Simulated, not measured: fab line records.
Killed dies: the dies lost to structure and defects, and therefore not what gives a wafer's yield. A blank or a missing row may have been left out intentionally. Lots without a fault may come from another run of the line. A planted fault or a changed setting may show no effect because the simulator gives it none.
A lot that was struck, set against a sound lot :: flow sky130 :: 25 out of 708 route steps
Sound: the wafers L523.1, L523.2, L523.3. Struck: wafers L518.3, L518.5, L518.6. The cause is named last.
At each step with rows: each side's tool, then ch and its chambers, then its first start. Under that, the readings that differ: sound wafers :: struck wafers :: difference of the means :: sigmas: that difference in standard deviations of wafers without a fault.
alike: words and numbers the same on both sides, and readings whose means are apart by under 2 such deviations; not compared: readings that were withheld, readings missing a value for some wafer, numbers with overlapping values and no deviation given by the record, and bounds like >300 which may hide the same value.
The two part at a step that has a row with sigmas, a row that says differs or no value, or rows on one side only. Non-overlapping numbers with no deviation appear without sigmas and do not part them. A reading that every wafer of one side lacks parts them only if that side has two wafers or more.

SKY_NWELL_RS_MEAS_31: measurement is done with a four-point probe.
  sound: film metro-02 at day 9 06:13; struck: film metro-03 at day 8 02:26
  alike: PWDE_RS
then, 7 steps without rows for these wafers: SKY_VT_ADJUST_HVTP_DEHYDRATE_00 (time 60 s); SKY_VT_ADJUST_HVTP_HMDS_01 (prime time 60 s); SKY_VT_ADJUST_HVTP_COAT_02 (resist thk 1140 nm); SKY_VT_ADJUST_HVTP_SOFTBAKE_03 (time 60 s); SKY_VT_ADJUST_HVTP_EXPOSE_04 (exposes mask HVTPM, target cd 380 nm); SKY_VT_ADJUST_HVTP_PEB_05; SKY_VT_ADJUST_HVTP_DEVELOP_06 (develop time 60 s).
SKY_VT_ADJUST_HVTP_CD_MEAS_07: target cd 380 nm.
  sound: cd sem-02 at day 10 03:05; struck: cd sem-01 at day 8 23:10
  alike: cd nm
SKY_VT_ADJUST_HVTP_OVL_MEAS_08:
  sound: overlay-01 at day 10 03:13; struck: overlay-01 at day 8 23:15
  alike: VT_ADJUST_HVTP_OVL
then, 1 step without rows for these wafers: SKY_VT_ADJUST_HVTP_IMPLANT_09.
SKY_VT_ADJUST_HVTP_STRIP_10: strips in O2/N2.
  sound on plasma asher-01 ch 0,1, day 10 03:24; struck on plasma asher-01 ch 0,1, day 8 23:28
  no value came back on the struck wafers for chamber pressure mTorr (mTorr), drypump motor current A (A), oes product au (a.u.), strip time to endpoint s (s); on the sound wafers chamber pressure mTorr (mTorr) reads 1501.5 1501.5 1499.5
reading: model.NOVOLAK_of_VT_ADJUST_HVTP_COAT_02.thk nm (nm)
sound: 0 0 0
struck: 1142 1140 1140
difference: +1141
sigmas: 
  not compared: rf hours counter h
SKY_VT_ADJUST_HVTP_TW_MEAS_11:
  sound: film metro-04 at day 10 03:30; struck: film metro-04 at day 8 23:33
  alike: VT_ADJUST_HVTP_TW
then, 7 steps without rows for these wafers: SKY_VT_ADJUST_LVTN_DEHYDRATE_00 (time 60 s); SKY_VT_ADJUST_LVTN_HMDS_01 (prime time 60 s); SKY_VT_ADJUST_LVTN_COAT_02 (resist thk 3000 nm); SKY_VT_ADJUST_LVTN_SOFTBAKE_03; SKY_VT_ADJUST_LVTN_EXPOSE_04 (exposes mask NWM COMPLEMENT LESS NATIVE, target cd 840 nm); SKY_VT_ADJUST_LVTN_PEB_05; SKY_VT_ADJUST_LVTN_DEVELOP_06 (develop time 60 s).
SKY_VT_ADJUST_LVTN_OVL_MEAS_07:
  sound: overlay-02 at day 11 00:57; struck: overlay-02 at day 9 20:06
  alike: VT_ADJUST_LVTN_OVL
then, 1 step without rows for these wafers: SKY_VT_ADJUST_LVTN_IMPLANT_08.
SKY_VT_ADJUST_LVTN_STRIP_09: strips in O2/N2.
  sound on plasma asher-02 ch 0,1, day 11 01:08; struck on plasma asher-01 ch 0,1, day 9 20:28
reading: oes product au (a.u.)
sound: 0.717 0.725 0.717
struck: 0.730 0.728 0.731
difference: +0.010
sigmas: +2

reading: strip time to endpoint s (s)
sound: 36.98 37.07 36.99
struck: 53.87 53.79 53.85
difference: +16.82
sigmas: +99 or more
  alike: chamber pressure mTorr, drypump motor current A
  not compared: rf hours counter h
SKY_VT_ADJUST_LVTN_TW_MEAS_10:
  sound: film metro-03 at day 11 01:14; struck: film metro-04 at day 9 20:33
reading: VT_ADJUST_LVTN_TW
sound: 241.1 241.4 242.9
struck: 29.8 29.8 29.8
difference: -212.0
sigmas: -99 or more
then, 1 step without rows for these wafers: SKY_VT_ADJUST_LVTN_DEHYDRATE_11 (time 60 s).

## WHERE THEY PART
Last at SKY_VT_ADJUST_LVTN_TW_MEAS_10 as far as this record goes, first at SKY_VT_ADJUST_HVTP_STRIP_10.

WHY: whatever the simulator had introduced
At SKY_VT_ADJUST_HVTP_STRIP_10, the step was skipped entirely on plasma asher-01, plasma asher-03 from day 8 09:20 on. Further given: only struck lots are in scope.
